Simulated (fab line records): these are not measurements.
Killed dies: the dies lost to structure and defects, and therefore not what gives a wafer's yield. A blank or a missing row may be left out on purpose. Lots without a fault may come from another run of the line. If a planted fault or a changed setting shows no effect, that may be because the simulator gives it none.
fab line records + flow gf180mcu + part 2 of 2: steps 28 to 40 of 40
record
- lots=5
- wafers=15
- last_day=34
route steps=602 shown NSD@262 PSD@263 SAB@264 SALICIDE@278 CONTACT@287
lots that met no fault: taken from a fault-free run of the same line
start_h: hours from the record's first day to the start of the lot's first wafer shown + wait_h: hours from the lot's prior step to this one + " as in the row above + L1.1+2: a row that stands for several wafers + - either no value or no given start + * or withheld: withheld + < > ~ a bound
route shown NAME@n: a module of which the file shows steps, and the number in the route of the first + usual: the fault-free wafers' mean and standard deviation + same: alike in all rows + chamber/n: place in a boat + sites: each site's reading + _std_site: how widely they spread, as a standard deviation + _edge_site: inner sites' mean taken away from outer sites' mean + radius_mm: for every site, how far away it sits from the centre of the wafer + mask NAME#n: copy n + behind: tool/chamber where the wafer was last shaped + hold: cause of the lot's hold/its duration in hours/its outcome + device: the transistor (n, p or np) that didn't switch + end of line: the same wafers' tests at the end of the route + where a step has no rows: the recipe by itself + killed: not the wafer's yield, but the dies lost to structure and defects at the first sort + map: per-die view of a wafer (x killed, . not killed, _ where there is no die)
set.NAME: the setting as run; set.NAME@STEP: as run at that earlier step + model.NAME: the simulator's own value behind a step, which no gauge read
lots seen at some steps along the route; tables by step, rows by wafer
services: a tool's chamber out of use, with start hour (start_h, from the record's first day; less than 0 if before it), hours out, and reason
## steps
# step GF_CONTACT_CVD_02
# recipe
- material=SiO2
- target_thk_nm=860
- precursor=TEOS
- temp_c=400
- time_s=95.992
- rf_w=600
# usual
- heater_power_w=680/95
| lot.wafer | tool     | chamber | start_h | wait_h | heater_power_w | since_wet_clean_h |
|-----------|----------|---------|---------|--------|----------------|-------------------|
| L074.2    | pecvd-04 | 2       | 341.65  | 0.0    | 592            | 584               |
| L074.5    | "        | 0       | "       | "      | 689            | -                 |
| L074.6    | "        | 2       | "       | "      | 612            | -                 |
| L080.2    | pecvd-01 | 0       | 391.83  | 0.0    | 704            | 9                 |
| L080.4    | "        | 1       | "       | "      | 731            | -                 |
| L080.5    | "        | 2       | "       | "      | 733            | -                 |
| L090.2    | pecvd-01 | 1       | 476.09  | 0.0    | 642            | 93                |
| L090.3    | "        | 0       | "       | "      | 701            | 93                |
| L090.4    | "        | 2       | "       | "      | 571            | -                 |
| L096.3    | pecvd-01 | 1       | 528.34  | 0.0    | 694            | 145               |
| L096.4    | "        | 1       | "       | "      | 750            | -                 |
| L096.5    | "        | 2       | "       | "      | 705            | -                 |
| L097.1    | pecvd-01 | 2       | 539.38  | 0.1    | 579            | 157               |
| L097.3    | "        | 1       | "       | "      | 654            | 157               |
| L097.6    | "        | 0       | "       | "      | 792            | -                 |
# step GF_CONTACT_THK_MEAS_03
# recipe
- reads=SiO2_of_CONTACT_CVD_02
# usual
- CONTACT_CVD_02_THK=862/11
| lot.wafer | tool          | chamber | start_h | wait_h | CONTACT_CVD_02_THK[nm] |
|-----------|---------------|---------|---------|--------|------------------------|
| L074.2    | film_metro-03 | -       | 341.73  | 0.0    | 863                    |
| L074.5    | "             | -       | "       | "      | 866                    |
| L074.6    | "             | -       | "       | "      | 874                    |
| L080.2    | film_metro-04 | -       | 391.91  | 0.0    | 850                    |
| L080.4    | "             | -       | "       | "      | 855                    |
| L080.5    | "             | -       | "       | "      | 855                    |
| L090.2    | film_metro-02 | -       | 476.17  | 0.0    | 851                    |
| L090.3    | "             | -       | "       | "      | 865                    |
| L090.4    | "             | -       | "       | "      | 870                    |
| L096.3    | film_metro-04 | -       | 528.43  | 0.1    | 857                    |
| L096.4    | "             | -       | "       | "      | 862                    |
| L096.5    | "             | -       | "       | "      | 877                    |
| L097.1    | film_metro-03 | -       | 539.45  | 0.0    | 865                    |
| L097.3    | "             | -       | "       | "      | 857                    |
| L097.6    | "             | -       | "       | "      | 868                    |
# step GF_CONTACT_CMP_04
# recipe
- material=SiO2
- down_force_psi=4
- platen_rpm=60
- pad_velocity_m_s=0.94248
# usual
- motor_current_A=11.5/0.69
- time_to_endpoint_s=109/5.4
| lot.wafer | tool   | chamber | start_h | wait_h | motor_current_A | time_to_endpoint_s |
|-----------|--------|---------|---------|--------|-----------------|--------------------|
| L074.2    | cmp-02 | 2       | 341.93  | 0.2    | 11.3            | 106                |
| L074.6    | "      | 3       | "       | "      | 10.1            | 115                |
| L074.5    | "      | 0       | "       | "      | 10.1            | 108                |
| L080.2    | cmp-01 | 2       | 391.96  | 0.0    | 11.5            | 105                |
| L080.4    | "      | 0       | "       | "      | 12.4            | 111                |
| L080.5    | "      | 2       | "       | "      | 11.2            | 107                |
| L090.3    | cmp-01 | 1       | 476.27  | 0.1    | 11.8            | 110                |
| L090.2    | "      | 2       | "       | "      | 11.1            | 107                |
| L090.4    | "      | 3       | "       | "      | 11.4            | 113                |
| L096.3    | cmp-02 | 0       | 528.47  | 0.0    | 10.5            | 108                |
| L096.4    | "      | 3       | "       | "      | 10.9            | 114                |
| L096.5    | "      | 0       | "       | "      | 10.5            | 118                |
| L097.1    | cmp-01 | 0       | 539.51  | 0.1    | 12.4            | 115                |
| L097.3    | "      | 2       | "       | "      | 11.3            | 108                |
| L097.6    | "      | 0       | "       | "      | 12.7            | 113                |
# step GF_CONTACT_BOW_MEAS_05
# recipe
- mode=bow
# usual
- CONTACT_BOW=65/7.6
| lot.wafer | tool          | chamber | start_h | wait_h | CONTACT_BOW[um] |
|-----------|---------------|---------|---------|--------|-----------------|
| L074.2    | film_metro-04 | -       | 342.10  | 0.1    | 58              |
| L074.5    | "             | -       | "       | "      | 84              |
| L074.6    | "             | -       | "       | "      | 75              |
| L080.2    | film_metro-04 | -       | 392.28  | 0.3    | 63              |
| L080.4    | "             | -       | "       | "      | 59              |
| L080.5    | "             | -       | "       | "      | 75              |
| L090.2    | film_metro-04 | -       | 476.55  | 0.2    | 65              |
| L090.3    | "             | -       | "       | "      | 69              |
| L090.4    | "             | -       | "       | "      | 72              |
| L096.3    | film_metro-04 | -       | 528.81  | 0.3    | 67              |
| L096.4    | "             | -       | "       | "      | 48              |
| L096.5    | "             | -       | "       | "      | 69              |
| L097.1    | film_metro-04 | -       | 539.85  | 0.3    | 62              |
| L097.3    | "             | -       | "       | "      | 69              |
| L097.6    | "             | -       | "       | "      | 63              |
# step GF_CONTACT_DEHYDRATE_06
# recipe
- temp_c=200
- time_s=60
# usual
- heater_power_total_W=160.36/0.13
| lot.wafer | tool           | chamber | start_h | wait_h | heater_power_total_W |
|-----------|----------------|---------|---------|--------|----------------------|
| L074.2    | litho_track-04 | 0       | 351.97  | 9.8    | 160.27               |
| L074.5    | "              | 0       | "       | "      | 160.21               |
| L074.6    | "              | 0       | "       | "      | 160.24               |
| L080.2    | litho_track-02 | 0       | 403.44  | 11.1   | 160.35               |
| L080.4    | "              | 0       | "       | "      | 160.56               |
| L080.5    | "              | 0       | "       | "      | 160.22               |
| L090.2    | litho_track-01 | 0       | 487.83  | 11.3   | 160.50               |
| L090.3    | "              | 0       | "       | "      | 160.28               |
| L090.4    | "              | 0       | "       | "      | 160.20               |
| L096.3    | litho_track-04 | 0       | 539.49  | 10.7   | 160.50               |
| L096.4    | "              | 0       | "       | "      | 160.22               |
| L096.5    | "              | 0       | "       | "      | 160.46               |
| L097.1    | litho_track-04 | 0       | 550.39  | 10.5   | 160.23               |
| L097.3    | "              | 0       | "       | "      | 160.54               |
| L097.6    | "              | 0       | "       | "      | 160.55               |
# step GF_CONTACT_HMDS_07
# recipe
- prime_time_s=60
- prime_temp_c=120
# same
- prime_time_s=60
| lot.wafer  | tool           | chamber | start_h | wait_h |
|------------|----------------|---------|---------|--------|
| L074.2+5+6 | litho_track-04 | 0       | 352.12  | 0.1    |
| L080.2+4+5 | litho_track-02 | 0       | 403.59  | 0.1    |
| L090.2+3+4 | litho_track-01 | 0       | 487.98  | 0.1    |
| L096.3+4+5 | litho_track-04 | 0       | 539.64  | 0.1    |
| L097.1+3+6 | litho_track-04 | 0       | 550.54  | 0.1    |
# step GF_CONTACT_COAT_08
# recipe
- resist=BARC
- temp_c=withheld
- time_s=withheld
- spin_rpm=withheld
- resist_thk_nm=withheld
| lot.wafer  | tool           | chamber | start_h | wait_h |
|------------|----------------|---------|---------|--------|
| L074.2+5+6 | litho_track-04 | 0       | 352.27  | 0.1    |
| L080.2+4+5 | litho_track-02 | 0       | 403.74  | 0.1    |
| L090.2+3+4 | litho_track-01 | 0       | 488.13  | 0.1    |
| L096.3+4+5 | litho_track-04 | 0       | 539.79  | 0.1    |
| L097.1+3+6 | litho_track-04 | 0       | 550.69  | 0.1    |
# step GF_CONTACT_COAT_09
# recipe
- resist=KrF
- spin_rpm=withheld
- resist_thk_nm=1000
| lot.wafer  | tool           | chamber | start_h | wait_h |
|------------|----------------|---------|---------|--------|
| L074.2+5+6 | litho_track-04 | 0       | -       | -      |
| L080.2+4+5 | litho_track-02 | 0       | -       | -      |
| L090.2+3+4 | litho_track-01 | 0       | -       | -      |
| L096.3+4+5 | litho_track-04 | 0       | -       | -      |
| L097.1+3+6 | litho_track-04 | 0       | -       | -      |
# step GF_CONTACT_SOFTBAKE_10
# recipe
- temp_c=130
- time_s=60
- resist=KrF
# usual
- heater_power_total_W=93.05/0.054
| lot.wafer | tool           | chamber | start_h | wait_h | heater_power_total_W |
|-----------|----------------|---------|---------|--------|----------------------|
| L074.2    | litho_track-04 | 0       | -       | -      | 92.98                |
| L074.5    | "              | 0       | "       | "      | 92.97                |
| L074.6    | "              | 0       | "       | "      | 93.06                |
| L080.2    | litho_track-02 | 0       | -       | -      | 93.01                |
| L080.4    | "              | 0       | "       | "      | 93.04                |
| L080.5    | "              | 0       | "       | "      | 93.14                |
| L090.2    | litho_track-01 | 0       | -       | -      | 93.06                |
| L090.3    | "              | 0       | "       | "      | 93.05                |
| L090.4    | "              | 0       | "       | "      | 93.09                |
| L096.3    | litho_track-04 | 0       | -       | -      | 93.10                |
| L096.4    | "              | 0       | "       | "      | 93.11                |
| L096.5    | "              | 0       | "       | "      | 93.06                |
| L097.1    | litho_track-04 | 0       | -       | -      | 93.06                |
| L097.3    | "              | 0       | "       | "      | 93.00                |
| L097.6    | "              | 0       | "       | "      | 93.03                |
# step GF_CONTACT_EXPOSE_11
# recipe
- mask_id=Contact
- target_cd_nm=220
- na=0.68
- source_shape=conventional
- sigma_outer=0.6
- dose_mj=37.75
| lot.wafer  | tool           | chamber | start_h | wait_h | mask      |
|------------|----------------|---------|---------|--------|-----------|
| L074.2+5+6 | krf_scanner-02 | 0       | -       | -      | Contact#0 |
| L080.2+4+5 | krf_scanner-02 | 0       | -       | -      | Contact#0 |
| L090.2+3+4 | krf_scanner-01 | 0       | -       | -      | Contact#0 |
| L096.3+4+5 | krf_scanner-02 | 0       | -       | -      | Contact#0 |
| L097.1+3+6 | krf_scanner-01 | 0       | -       | -      | Contact#0 |
# step GF_CONTACT_PEB_12
# recipe
- peb_temp_c=135
- peb_time_s=90
- resist=KrF
# usual
- heater_power_total_W=85.69/0.089
| lot.wafer | tool           | chamber | start_h | wait_h | heater_power_total_W |
|-----------|----------------|---------|---------|--------|----------------------|
| L074.2    | litho_track-04 | 0       | -       | -      | 85.69                |
| L074.5    | "              | 0       | "       | "      | 85.82                |
| L074.6    | "              | 0       | "       | "      | 85.63                |
| L080.2    | litho_track-02 | 0       | -       | -      | 85.77                |
| L080.4    | "              | 0       | "       | "      | 85.57                |
| L080.5    | "              | 0       | "       | "      | 85.66                |
| L090.2    | litho_track-01 | 0       | -       | -      | 85.85                |
| L090.3    | "              | 0       | "       | "      | 85.70                |
| L090.4    | "              | 0       | "       | "      | 85.65                |
| L096.3    | litho_track-01 | 0       | -       | -      | 85.57                |
| L096.4    | "              | 0       | "       | "      | 85.84                |
| L096.5    | "              | 0       | "       | "      | 85.65                |
| L097.1    | litho_track-01 | 0       | -       | -      | 85.56                |
| L097.3    | "              | 0       | "       | "      | 85.60                |
| L097.6    | "              | 0       | "       | "      | 85.67                |
# step GF_CONTACT_DEVELOP_13
# recipe
- develop_time_s=60
- resist=KrF
- dev_temp_c=21
| lot.wafer  | tool           | chamber | start_h | wait_h |
|------------|----------------|---------|---------|--------|
| L074.2+5+6 | litho_track-04 | 0       | 363.07  | 0.2    |
| L080.2+4+5 | litho_track-02 | 0       | 415.14  | 0.2    |
| L090.2+3+4 | litho_track-01 | 0       | 500.43  | 0.2    |
| L096.3+4+5 | litho_track-01 | 0       | 551.05  | 0.1    |
| L097.1+3+6 | litho_track-01 | 0       | 561.55  | 0.2    |
# step GF_CONTACT_CD_MEAS_14
# recipe
- target_cd_nm=220
# usual
- cd_nm=220.7/1.5
| lot.wafer | tool      | chamber | start_h | wait_h | cd_nm |
|-----------|-----------|---------|---------|--------|-------|
| L074.2    | cd_sem-02 | -       | 363.21  | 0.1    | 220.4 |
| L074.5    | "         | -       | "       | "      | 220.4 |
| L074.6    | "         | -       | "       | "      | 222.6 |
| L080.2    | cd_sem-02 | -       | 415.29  | 0.1    | 217.9 |
| L080.4    | "         | -       | "       | "      | 219.5 |
| L080.5    | "         | -       | "       | "      | 219.2 |
| L090.2    | cd_sem-02 | -       | 500.57  | 0.1    | 222.4 |
| L090.3    | "         | -       | "       | "      | 220.1 |
| L090.4    | "         | -       | "       | "      | 221.4 |
| L096.3    | cd_sem-01 | -       | 551.19  | 0.1    | 221.8 |
| L096.4    | "         | -       | "       | "      | 221.4 |
| L096.5    | "         | -       | "       | "      | 221.5 |
| L097.1    | cd_sem-01 | -       | 561.70  | 0.1    | 220.7 |
| L097.3    | "         | -       | "       | "      | 221.5 |
| L097.6    | "         | -       | "       | "      | 221.5 |
## services
| tool             | chamber | start_h | hours | kind   |
|------------------|---------|---------|-------|--------|
| krf_scanner-02   | -       | 300.99  | 0.5   | repair |
| rtp_anneal-01    | -       | 308.32  | 3.7   | pm     |
| plasma_asher-02  | -       | 312.01  | 14.6  | pm     |
| plasma_asher-02  | -       | 326.61  | 2.8   | pm     |
| iline_stepper-01 | -       | 333.68  | 1.7   | pm     |
| krf_scanner-02   | -       | 340.04  | 3.6   | pm     |
| pecvd-01         | -       | 340.67  | 1.0   | repair |
| krf_scanner-02   | -       | 343.59  | 0.8   | pm     |
| krf_scanner-02   | -       | 344.34  | 1.3   | pm     |
| cmp-01           | -       | 348.43  | 5.1   | repair |
| pvd_sputter-01   | -       | 349.87  | 6.8   | repair |
| pvd_sputter-04   | -       | 361.37  | 2.1   | repair |
| pecvd-01         | -       | 368.88  | 14.0  | pm     |
| pvd_sputter-01   | -       | 370.76  | 2.1   | repair |
| krf_scanner-02   | -       | 382.43  | 1.0   | pm     |
| pvd_sputter-01   | -       | 392.14  | 8.0   | repair |
| pecvd-01         | -       | 410.77  | 2.8   | pm     |
| iline_stepper-01 | -       | 444.50  | 2.8   | repair |
| wet_bench-01     | -       | 463.72  | 2.9   | repair |
| pvd_sputter-04   | -       | 493.46  | 2.8   | repair |
| iline_stepper-01 | -       | 551.86  | 1.7   | pm     |
| iline_stepper-01 | -       | 554.39  | 8.0   | repair |
| pvd_sputter-04   | -       | 554.87  | 3.7   | repair |
| pecvd-01         | -       | 559.01  | 0.4   | repair |
